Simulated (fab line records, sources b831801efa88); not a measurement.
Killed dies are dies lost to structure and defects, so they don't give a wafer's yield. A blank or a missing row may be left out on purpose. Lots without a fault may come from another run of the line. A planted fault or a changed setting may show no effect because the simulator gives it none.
fab line records | flow gf180mcu
record lots=14 wafers=42 last_day=34
route steps=602 shown PSD@254 SAB@274 CONTACT@291
lots that met no fault: from a run of the same line without faults
start_h: hours from the record's first day to the start of the lot's first wafer shown | wait_h: hours since the lot's step before | " the same as in the row above | L1.1+2: a row that stands for several wafers | - no value, or no start given | * or withheld: withheld | < > ~ a bound
route shown NAME@n: a module of which the file shows steps, and the number in the route of the first | usual: mean/standard deviation of fault-free wafers | same: alike in all rows | chamber/n: place in a boat | sites: the reading at each site | _std_site: their standard deviation | _edge_site: outer sites' mean less inner sites' | radius_mm: how far each site lies from the wafer's centre | mask NAME#n: copy n | behind: the tool/chamber that last shaped the wafer | hold: why the lot was held/for how many hours/how that ended | device: the transistor (n, p or np) that didn't switch | end of line: the same wafers' tests at the end of the route | a step without rows: its recipe alone | killed: dies lost to structure and defects at the first sort, not the wafer's yield | map: a wafer's dies, x killed, . not, _ none there
set.NAME: the setting as run; set.NAME@STEP: as run at that earlier step | model.NAME: the simulator's own value behind a step, which no gauge read
steps of the route over a sample of lots; a table a step, a row a wafer
services: from which hour (start_h, from the record's first day; less than 0 if before it) a tool's chamber was out of use, for how many hours, and why
## steps
# step GF_PSD_DEVELOP_06
# recipe develop_time_s=60 dev_temp_c=23
# usual chill_plate_temp_C=22.97/0.099 develop_time_s=60/0
# columns lot.wafer tool chamber start_h wait_h chill_plate_temp_C develop_time_s
L451.3 litho_track-03 0 318.29 0.1 23.10 60
L451.5 " 0 " " 22.97 60
L451.6 " 0 " " 22.89 60
L452.3 litho_track-04 0 328.74 0.1 22.95 60
L452.4 " 0 " " 22.93 60
L452.5 " 0 " " 22.87 60
L453.1 litho_track-03 0 337.54 0.1 22.90 60
L453.5 " 0 " " 23.08 60
L453.6 " 0 " " 23.07 60
L454.1 litho_track-03 0 342.74 0.1 23.00 60
L454.5 " 0 " " 23.12 60
L454.6 " 0 " " 22.93 60
L456.1 litho_track-01 0 357.68 0.1 22.93 60
L456.4 " 0 " " 22.92 60
L456.5 " 0 " " 22.77 60
L458.1 litho_track-01 - 371.63 0.1 - -
L458.4 " - " " - -
L458.6 " - " " - -
L459.4 litho_track-01 - 384.85 0.1 - -
L459.5 " - " " - -
L459.6 " - " " - -
L460.1 litho_track-01 0 391.88 0.1 22.93 60
L460.2 " 0 " " 22.99 60
L460.5 " 0 " " 23.07 60
L461.1 litho_track-04 0 401.39 0.1 23.03 60
L461.3 " 0 " " 22.93 60
L461.6 " 0 " " 23.01 60
L470.3 litho_track-03 0 481.09 0.1 22.98 60
L470.4 " 0 " " 22.90 60
L470.6 " 0 " " 22.85 60
L471.3 litho_track-01 0 488.58 0.1 22.90 60
L471.4 " 0 " " 22.78 60
L471.6 " 0 " " 23.09 60
L472.3 litho_track-03 0 498.09 0.1 22.92 60
L472.4 " 0 " " 22.99 60
L472.5 " 0 " " 22.88 60
L473.2 litho_track-04 0 500.21 0.1 22.81 60
L473.3 " 0 " " 22.97 60
L473.6 " 0 " " 22.96 60
L474.2 litho_track-04 0 510.96 0.1 22.78 60
L474.4 " 0 " " 23.03 60
L474.6 " 0 " " 22.85 60
# step GF_SAB_OVL_MEAS_10
# usual SAB_OVL=0.6/1.4
# columns lot.wafer tool chamber start_h wait_h SAB_OVL[nm]
L451.3 overlay-02 - 340.93 0.1 -2.3
L451.5 " - " " -0.7
L451.6 " - " " -0.7
L452.3 overlay-02 - 351.18 0.1 1.5
L452.4 " - " " 0.4
L452.5 " - " " 0.1
L453.1 overlay-01 - 360.16 0.1 0.5
L453.5 " - " " -0.4
L453.6 " - " " -0.7
L454.1 overlay-02 - 364.96 0.1 3.5
L454.5 " - " " 2.5
L454.6 " - " " 0.3
L456.1 overlay-01 - 380.91 0.1 1.4
L456.4 " - " " -1.6
L456.5 " - " " -2.3
L458.1 overlay-02 - 395.11 0.1 2.3
L458.4 " - " " 1.0
L458.6 " - " " -0.4
L459.4 overlay-01 - 408.18 0.1 -0.2
L459.5 " - " " 0.7
L459.6 " - " " 3.1
L460.1 overlay-01 - 414.86 0.1 3.4
L460.2 " - " " 3.4
L460.5 " - " " 2.2
L461.1 overlay-02 - 425.91 0.1 0.3
L461.3 " - " " -1.2
L461.6 " - " " 1.1
L470.3 overlay-01 - 505.58 0.1 -0.5
L470.4 " - " " 2.6
L470.6 " - " " -0.1
L471.3 overlay-02 - 512.27 0.1 -1.2
L471.4 " - " " 0.5
L471.6 " - " " 1.1
L472.3 overlay-01 - 522.68 0.1 2.3
L472.4 " - " " 0.9
L472.5 " - " " -0.8
L473.2 overlay-02 - 524.52 0.1 1.7
L473.3 " - " " 1.6
L473.6 " - " " -1.4
L474.2 overlay-01 - 534.47 0.1 2.4
L474.4 " - " " 1.9
L474.6 " - " " 1.9
# step GF_SAB_ETCH_11
# recipe chemistry=C4F8/O2/Ar mask_material=NOVOLAK target=SiO2 target_depth_nm=55 source_w=1500 bias_w=1200 pressure_mtorr=40 c4f8_flow_sccm=withheld O2_flow_sccm=6 Ar_flow_sccm=300 time_s=8.5
# usual oes_product_au=1.001/0.018
# columns lot.wafer tool chamber start_h wait_h oes_product_au rf_hours_counter_h
L451.3 rie_diel-01 0 340.95 0.0 1.005 81
L451.5 " 3 " " 1.005 -
L451.6 " 1 " " 1.013 -
L452.3 rie_diel-01 1 351.21 0.0 1.012 27
L452.4 " 3 " " 1.012 12
L452.5 " 0 " " 0.998 -
L453.1 rie_diel-03 2 360.20 0.0 0.982 0
L453.5 " 1 " " 1.009 -
L453.6 " 0 " " 0.984 -
L454.1 rie_diel-04 3 365.00 0.0 1.033 39
L454.5 " 2 " " 0.981 -
L454.6 " 3 " " 1.034 -
L456.1 rie_diel-03 0 380.95 0.0 0.990 24
L456.4 " 2 " " 1.012 1
L456.5 " 1 " " 1.019 -
L458.1 rie_diel-04 3 395.15 0.0 1.034 39
L458.4 " 2 " " 0.984 -
L458.6 " 3 " " 1.026 -
L459.4 rie_diel-03 3 408.21 0.0 1.020 -
L459.5 " 2 " " 0.997 -
L459.6 " 1 " " 1.026 -
L460.1 rie_diel-01 3 414.90 0.0 1.011 14
L460.2 " 2 " " 0.961 5
L460.5 " 1 " " 1.020 -
L461.1 rie_diel-03 3 425.95 0.0 1.021 8
L461.3 " 1 " " 1.032 29
L461.6 " 3 " " 1.018 -
L470.3 rie_diel-01 1 505.60 0.0 1.007 32
L470.4 " 2 " " 0.965 7
L470.6 " 1 " " 1.010 -
L471.3 rie_diel-04 0 512.31 0.0 0.989 -
L471.4 " 3 " " 1.024 -
L471.6 " 0 " " 0.978 -
L472.3 rie_diel-03 1 522.70 0.0 1.021 31
L472.4 " 2 " " 0.993 4
L472.5 " 3 " " 1.014 -
L473.2 rie_diel-04 3 524.55 0.0 1.021 43
L473.3 " 0 " " 0.992 -
L473.6 " 0 " " 0.986 -
L474.2 rie_diel-01 2 534.50 0.0 0.977 8
L474.4 " 0 " " 1.013 88
L474.6 " 0 " " 1.004 -
# step GF_CONTACT_CMP_04
# recipe material=SiO2 down_force_psi=4 platen_rpm=60 pad_velocity_m_s=0.94248
# usual motor_current_A=12.4/1.5 slurry_flow_ml_min=150.0/0.46 time_to_endpoint_s=107/7.7
# columns lot.wafer tool chamber start_h wait_h motor_current_A slurry_flow_ml_min time_to_endpoint_s
L451.3 cmp-01 0 342.11 0.1 11.4 150.2 107
L451.6 " 3 " " 11.0 150.6 107
L451.5 " 0 " " 11.5 149.6 109
L452.3 cmp-02 1 352.41 0.1 14.8 149.9 104
L452.4 " 2 " " 12.1 150.5 103
L452.5 " 3 " " 12.9 150.3 112
L453.1 cmp-02 1 361.30 0.1 15.2 149.7 108
L453.6 " 1 " " 15.6 149.6 110
L453.5 " 2 " " 11.5 150.8 92
L454.1 cmp-01 2 366.20 0.1 13.2 150.3 106
L454.5 " 0 " " 11.5 149.6 110
L454.6 " 1 " " 11.7 148.8 118
L456.4 cmp-01 2 382.08 0.0 13.2 150.2 116
L456.1 " 0 " " 11.6 150.0 108
L456.5 " 3 " " 11.1 149.3 114
L458.4 cmp-01 3 396.25 0.0 10.7 149.8 117
L458.1 " 1 " " 12.5 149.8 107
L458.6 " 0 " " 11.4 150.3 115
L459.4 cmp-02 2 409.30 0.0 11.8 149.5 105
L459.5 " 2 " " 12.5 150.0 99
L459.6 " 3 " " 14.0 151.4 116
L460.2 cmp-02 3 416.06 0.1 13.1 150.5 108
L460.1 " 1 " " 14.8 150.5 112
L460.5 " 2 " " 11.8 149.7 98
L461.3 cmp-02 0 427.05 0.0 10.7 150.7 99
L461.1 " 3 " " 13.8 149.9 117
L461.6 " 1 " " 15.4 150.0 112
L470.4 cmp-02 1 506.72 0.0 15.6 149.9 106
L470.3 " 0 " " 10.6 149.4 99
L470.6 " 2 " " 11.8 150.4 96
L471.4 cmp-02 1 513.50 0.1 15.0 150.1 110
L471.3 " 3 " " 13.1 150.3 111
L471.6 " 1 " " 15.0 150.4 107
L472.3 cmp-02 1 523.80 0.0 14.2 149.8 120
L472.4 " 2 " " 11.7 149.5 104
L472.5 " 1 " " 14.7 150.7 130
L473.2 cmp-02 0 525.71 0.1 10.7 149.3 111
L473.3 " 1 " " 15.2 150.0 108
L473.6 " 0 " " 10.4 150.4 118
L474.4 cmp-02 1 535.64 0.1 14.9 150.1 123
L474.2 " 2 " " 12.5 149.6 109
L474.6 " 1 " " 15.1 149.8 110
## services
# columns tool chamber start_h hours kind
cmp-01 - 300.37 6.0 pm
cmp-02 - 304.46 0.2 repair
rie_diel-01 1 324.36 2.7 repair
rie_diel-04 - 332.22 2.8 pm
rie_diel-03 2 335.30 - clean
rie_diel-03 2 335.30 11.3 scheduled_down
rie_diel-03 2 335.30 11.3 vent_cycle
rie_diel-01 2 335.59 7.8 repair
rie_diel-01 3 341.50 7.1 repair
cmp-02 - 366.19 12.2 pm
rie_diel-03 1 382.24 1.2 repair
rie_diel-03 3 389.87 9.8 repair
rie_diel-03 0 408.11 8.5 repair
cmp-01 - 408.77 4.0 pm
rie_diel-03 - 426.89 4.3 pm
cmp-02 - 436.00 1.5 repair
rie_diel-01 2 446.19 1.3 repair
cmp-02 - 477.44 4.2 pm
rie_diel-04 2 500.94 62.1 repair
cmp-01 - 502.91 4.5 repair
rie_diel-04 0 507.89 3.3 repair
rie_diel-04 1 510.59 14.2 repair
cmp-01 - 525.64 3.5 repair
cmp-01 - 529.94 1.2 repair
## key
first_sign step=GF_PSD_DEVELOP_06 reading=tool_record direction=missing
effect none on later readings
met_at GF_PSD_DEVELOP_06
struck_lots L458,L459
sort_left_out L458.1,L458.4,L458.6,L459.4,L459.5,L459.6
tester_left_out L458,L459
not_acting_at GF_SAB_OVL_MEAS_10,GF_SAB_ETCH_11,GF_CONTACT_CMP_04
onset_between 357.68 371.63
fault kind=skipped_step_whole tool=litho_track-01 chamber=- onset_h=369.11 steps=GF_PSD_DEVELOP_06 scope=struck_lots_only
# tester_left_out: of these lots the tester's yield and bins aren't shown, on N5 and GAA mostly nor the transistor test; their killed dies are dies lost to structure and defects alone, not to doping, threshold or leakage, so they don't give the yield
# sort_left_out: the simulated sort isn't trusted on such a fault, so these wafers' sort isn't shown, and their yield isn't known
